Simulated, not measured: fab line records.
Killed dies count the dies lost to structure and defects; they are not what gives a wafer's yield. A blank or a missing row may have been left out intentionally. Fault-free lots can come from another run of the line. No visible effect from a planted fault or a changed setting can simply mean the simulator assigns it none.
Which of the tools did it? -- flow sky130 -- 15 lots with 45 wafers sampled at 5 steps, on a route of 708 steps

## WHAT THE GAUGES SHOWED, per wafer
SKY_PWDE_OVL_MEAS_07. Usual: PWDE_OVL gives 0.0 nm (standard deviation 1.3).
lot,measured,on,PWDE_OVL (nm),flag
L369,day 3 22:26,overlay-01,-1.0 -0.4 1.5,
L370,day 4 00:32,overlay-01,1.4 0.8 0.1,
L371,day 4 06:41,overlay-02,-0.9 1.6 1.6,
L372,day 4 11:47,overlay-01,-2.3 -2.2 -1.2,
L373,day 4 20:05,overlay-01,-1.3 0.1 -2.3,
L374,day 4 21:32,overlay-02,1.6 0.7 0.4,
L375,day 5 05:47,overlay-02,-1.2 -0.4 -0.4,
L376,day 5 12:59,overlay-02,0.3 0.1 -2.4,
L377,day 5 20:05,overlay-02,-1.9 -1.0 -0.5,
L378,day 6 00:05,overlay-01,0.2 1.2 1.3,
L379,day 6 03:11,overlay-01,1.7 0.9 2.0,
L386,day 7 18:35,overlay-02,1.0 0.5 0.9,
L387,day 8 01:11,overlay-02,-1.6 0.5 0.5,
L389,day 8 13:11,overlay-02,-2.5 -1.2 0.1,
L391,day 8 18:08,overlay-02,0.7 -0.8 0.8,

SKY_VT_ADJUST_LVTN_TW_MEAS_10. Usual: VT_ADJUST_LVTN_TW gives 244.1 (standard deviation 2.5).
lot,measured,on,VT_ADJUST_LVTN_TW,flag
L369,day 6 23:15,film metro-04,246.6 246.3 246.6,
L370,day 7 02:34,film metro-02,245.2 244.2 243.0,
L371,day 7 09:40,film metro-02,241.9 243.0 242.8,
L372,day 7 16:25,film metro-03,241.9 242.0 241.6,
L373,day 8 01:26,film metro-02,298.1 299.2 301.0,OFF
L374,day 8 12:25,film metro-03,241.9 241.6 244.0,
L375,day 8 14:41,film metro-02,244.7 243.7 244.9,
L376,day 8 17:58,film metro-02,244.3 243.7 245.2,
L377,day 9 08:39,film metro-04,248.0 246.5 248.0,
L378,day 9 10:56,film metro-02,299.4 298.5 298.7,OFF
L379,day 9 13:38,film metro-04,303.4 305.5 302.9,OFF
L386,day 11 08:53,film metro-03,241.2 240.9 242.0,
L387,day 11 12:19,film metro-03,242.5 239.4 239.8,
L389,day 12 04:38,film metro-02,245.1 245.1 244.6,
L391,day 12 11:28,film metro-03,241.7 242.0 241.1,

SKY_POLY_CUT_OVL_MEAS_09. Usual: POLY_CUT_OVL gives -3 nm (standard deviation 4.8).
lot,measured,on,POLY_CUT_OVL (nm),flag
L369,day 24 05:12,overlay-01,-2 -3 -2,
L370,day 24 08:21,overlay-02,-13 -7 -10,
L371,day 25 00:38,overlay-01,-10 1 -8,
L372,day 25 02:24,overlay-01,0 1 -3,
L373,day 25 14:17,overlay-01,-1 -5 -1,
L374,day 26 02:24,overlay-01,0 4 2,
L375,day 26 09:08,overlay-02,-1 4 -1,
L376,day 26 10:39,overlay-01,2 7 -2,
L377,day 28 02:42,overlay-01,-2 -5 1,
L378,day 28 02:09,overlay-01,-2 -3 -11,
L379,day 28 03:14,overlay-01,-14 0 -4,
L386,day 30 03:40,overlay-01,-2 3 -2,
L387,day 30 02:08,overlay-01,-4 2 3,
L389,day 30 15:56,overlay-02,-4 -4 -2,
L391,day 31 12:45,overlay-01,-1 -7 -2,

SKY_CONTACT_BOW_MEAS_05. Usual: CONTACT_BOW gives 81 um (standard deviation 8.1).
lot,measured,on,CONTACT_BOW (um),flag
L369,day 30 08:40,film metro-01,60 75 72,
L370,day 30 10:22,film metro-04,78 90 85,
L371,day 31 02:47,film metro-01,93 81 81,
L372,day 31 03:38,film metro-01,77 75 73,
L373,day 31 15:27,film metro-01,69 77 83,
L374,day 32 02:17,film metro-01,61 76 76,
L375,day 32 09:22,film metro-04,76 96 94,
L376,day 32 10:00,film metro-01,75 88 79,
L377,day 34 01:04,film metro-02,92 94 81,
L378,day 34 00:10,film metro-04,92 75 88,
L379,day 34 02:59,film metro-02,88 80 80,
L386,day 36 00:30,film metro-04,96 92 86,
L387,day 35 23:43,film metro-01,86 82 81,
L389,day 36 12:02,film metro-04,89 94 77,
L391,day 37 07:16,film metro-01,70 79 74,

## WHICH TOOL RAN EACH LOT (tool, then ch and the chambers of the sampled wafers, then the start)
lot,SKY_VT_ADJUST_LVTN_IMPLANT_08
L369,"implanter-04 ch 0, day 6 23:00"
L370,"implanter-01 ch 0, day 7 02:20"
L371,"implanter-01 ch 0, day 7 09:26"
L372,"implanter-03 ch 0, day 7 16:10"
L373,"implanter-03 ch 0, day 8 00:52"
L374,"implanter-01 ch 0, day 8 12:11"
L375,"implanter-04 ch 0, day 8 14:23"
L376,"implanter-04 ch 0, day 8 17:43"
L377,"implanter-04 ch 0, day 9 08:24"
L378,"implanter-04 ch 0, day 9 10:23"
L379,"implanter-03 ch 0, day 9 12:40"
L386,"implanter-04 ch 0, day 11 08:40"
L387,"implanter-01 ch 0, day 11 12:05"
L389,"implanter-03 ch 0, day 12 04:23"
L391,"implanter-01 ch 0, day 12 11:13"
- SKY_VT_ADJUST_LVTN_IMPLANT_08

## AS READ BY THE TOOLS THEMSELVES (means over the sampled wafers that have a number; for cases with no such wafer, the mark the record gives instead)
The record holds no such reading with a usual standard deviation.

## THE ANSWER, worked out from the rows above alone
Rule: a lot is off if the mean of its wafers that have a number lies more than 3 standard deviations from the usual mean. Also off: a lot with no number at a reading for which 4 or more lots have one. The other lots that the step has rows for count as sound. After the gauges, taken in route order, come the tools' own readings; for these a lot's mean is taken, as printed above. At the first step where some lot is off, the reading lying furthest off is the one used; lots without a number count as furthest.
Off: at SKY_VT_ADJUST_LVTN_TW_MEAS_10 (VT_ADJUST_LVTN_TW), L373, L378, L379.
If a tool, at a process step before that reading, ran all the lots that are off and no sound lot after the first of them, it fits. Gauges at SKY_VT_ADJUST_LVTN_TW_MEAS_10: tried the same way as those tools. Not one of the candidates tried fits.

## WHAT HAD BEEN PUT IN BY THE SIMULATOR
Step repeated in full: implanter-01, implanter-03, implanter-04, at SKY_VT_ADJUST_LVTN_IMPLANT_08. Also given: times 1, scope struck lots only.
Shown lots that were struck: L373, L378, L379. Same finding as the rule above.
